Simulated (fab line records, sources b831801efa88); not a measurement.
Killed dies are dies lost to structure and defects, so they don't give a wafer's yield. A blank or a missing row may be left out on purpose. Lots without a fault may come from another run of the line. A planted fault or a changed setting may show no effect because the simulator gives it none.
Split-lot experiment | flow sky130 | 5 lots, 23 wafers read, on a route of 708 steps

THE SPLIT
At SKY_CONTACT_EXPOSE_11 (exposes mask CTM1, target cd 170 nm), the setting dose_mj was moved away from the recipe's 38 on 9 of the 23 wafers read, by -6.8% to -1.9%. The other wafers ran this setting at the recipe's value.

FROM THE SPLIT TO THE READING: what the file shows between them, 2 steps
- SKY_CONTACT_PEB_12
- SKY_CONTACT_DEVELOP_13: develop time 60 s

THE READING
cd_nm, in nm, at SKY_CONTACT_CD_MEAS_14 (target cd 170 nm). Fault-free wafers of this fab line usually give 169.9 nm, standard deviation 1.7 nm.

wafer  | tool, chamber at the split | dose_mj as run | against the recipe | cd_nm, nm | against lot-mates on the recipe
L074.2 | krf_scanner-02, 0          | 38             | recipe             | 169.8     | -
L074.4 | krf_scanner-02, 0          | 38             | recipe             | 170.7     | -
L074.5 | krf_scanner-02, 0          | 38             | recipe             | 171.5     | -
L076.1 | krf_scanner-02, 0          | 38             | recipe             | 168.1     | -
L076.2 | krf_scanner-02, 0          | 38             | recipe             | 167.7     | -
L076.4 | krf_scanner-02, 0          | 38             | recipe             | 168.2     | -
L076.5 | krf_scanner-02, 0          | 37.28          | -1.9%              | 165.2     | -2.8
L076.6 | krf_scanner-02, 0          | 37.28          | -1.9%              | 164.3     | -3.7
L081.1 | krf_scanner-02, 0          | 38             | recipe             | 170.3     | -
L081.2 | krf_scanner-02, 0          | 38             | recipe             | 171.3     | -
L081.3 | krf_scanner-02, 0          | 38             | recipe             | 171.1     | -
L081.5 | krf_scanner-02, 0          | 35.43          | -6.8%              | 157.4     | -13.5
L081.6 | krf_scanner-02, 0          | 35.43          | -6.8%              | 158.9     | -12.0
L083.1 | krf_scanner-02, 0          | 38             | recipe             | 167.9     | -
L083.2 | krf_scanner-02, 0          | 38             | recipe             | 168.1     | -
L083.3 | krf_scanner-02, 0          | 37.25          | -2.0%              | 163.7     | -4.3
L083.4 | krf_scanner-02, 0          | 37.25          | -2.0%              | 163.2     | -4.8
L083.6 | krf_scanner-02, 0          | 38             | recipe             | 167.9     | -
L085.1 | krf_scanner-02, 0          | 38             | recipe             | 169.0     | -
L085.2 | krf_scanner-02, 0          | 36.44          | -4.1%              | 159.4     | -9.3
L085.4 | krf_scanner-02, 0          | 38             | recipe             | 168.4     | -
L085.5 | krf_scanner-02, 0          | 36.44          | -4.1%              | 163.8     | -4.9
L085.6 | krf_scanner-02, 0          | 36.44          | -4.1%              | 161.2     | -7.5

THE FIT
A straight line over all 23 wafers: cd_nm changes by +1.76 nm for each +1% of dose_mj; r = +0.93; the points scatter about the line by 1.6 nm.
The same after taking each lot's own level away (the mean of its wafers on the recipe; 23 wafers): +1.85 nm for each +1%; r = +0.98; scatter 0.87 nm.
On that fit, the largest move of dose_mj shifts the reading by 13 nm.
The lots' own levels span 167.97 to 170.90 nm, that is 1.7 times the standard deviation above.
So the lot-to-lot level changes the slope little: the two slopes agree.
Check: with one of the wafers moved furthest among these (-6.8%) left out of the fit, the line predicts -12.1 nm for it against its lot-mates. It came out at -13.5 nm against them.

OTHER SPLITS ON THESE WAFERS
These wafers also went through other splits before the reading. Each is held against what the fit with the lots' levels taken away leaves over:
other split on the same wafers                   | wafers away from the commonest value | r with cd_nm (lot level and that fit taken away)
SKY_LOCAL_INTERCONNECT_DEVELOP_10 develop_time_s | 4                                    | +0.06
SKY_CONTACT_HDPCVD_02 time_s                     | 6                                    | -0.15
SKY_CONTACT_COAT_09 resist_thk_nm                | 5                                    | -0.22

THE WHOLE CHAIN: every reading that the file lists as answering this split, in the file's order
step                   | what it does                                                         | reading                                                        | change (the file's fit)              | r (the file's)
SKY_CONTACT_CD_MEAS_14 | target cd 170 nm                                                     | cd_nm                                                          | +1.87 nm for each +1% of the setting | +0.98
SKY_CONTACT_ETCH_16    | etches BARC in N2/H2, stops on SiO2, time 45.9 s, target depth 60 nm | CONTACT.cd_nm (the simulator's own value, which no gauge read) | +1.75 nm for each +1% of the setting | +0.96

THE FILE'S OWN FIT
cd_nm changes by +1.87 nm for each +1% of dose_mj, r = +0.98.
